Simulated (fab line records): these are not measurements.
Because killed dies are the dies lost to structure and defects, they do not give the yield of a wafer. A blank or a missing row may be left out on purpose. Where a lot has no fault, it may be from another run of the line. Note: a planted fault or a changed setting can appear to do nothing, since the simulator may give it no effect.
Matching of chambers	flow sky130	cmp-02 running SKY_LI_CONTACT_CMP_02: 4 sister chambers
The step polishes PSG. 16 wafers are shown with their chamber, then 8 later ones without.

WAFERS, EACH WITH ITS CHAMBER
wafer	chamber	motor-current-A (A)	time-to-endpoint-s (s)
L291.3	1	12.5	37
L291.4	3	10.6	32
L291.6	3	10.5	25
L306.1	1	12.0	33
L306.2	3	10.9	29
L306.4	0	13.1	30
L305.1	1	12.3	30
L305.2	2	11.3	30
L305.4	3	10.6	25
L304.1	3	10.0	24
L304.3	0	13.8	28
L304.6	2	11.5	30
L307.3	2	11.4	30
L307.5	1	13.0	35
L307.6	2	10.9	30
L310.3	0	14.0	26

SIGNATURES, as means of the wafers listed above
reading	chamber 0	chamber 1	chamber 2	chamber 3	scatter within a chamber
motor-current-A	13.633	12.450	11.275	10.520	0.367
time-to-endpoint-s	28.00	33.75	30.00	27.00	2.59
Rule: a wafer lies at a distance from a chamber equal to the root of the sum of squares, over the readings, of (its reading less the chamber's mean, divided by the reading's scatter). The wafer belongs to the nearest chamber; if the next one is less than 2 further off, it can't be placed. The scatter: the root of (the sum of the squares of (reading less its chamber's mean) over the shown wafers, divided by (wafers less chambers)).

WAFERS WHOSE CHAMBER IS MISSING
wafer	motor-current-A (A)	time-to-endpoint-s (s)
L310.5	10.5	27
L310.6	11.0	29
L312.1	11.0	32
L312.3	10.2	27
L312.4	12.7	36
L313.2	9.8	27
L313.4	11.1	31
L313.5	11.7	33

CHAMBER TAKEN BY EACH
wafer	from the rows above	in truth
L310.5	3	3
L310.6	can't be placed: 2 or 3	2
L312.1	can't be placed: 2 or 3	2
L312.3	3	3
L312.4	1	1
L313.2	3	3
L313.4	can't be placed: 2 or 3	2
L313.5	can't be placed: 2 or 1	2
Placed correctly: 4 of 8. Cannot be placed on the basis of these rows: 4; the candidates contain the true chamber in 4. Number placed wrongly: 0.
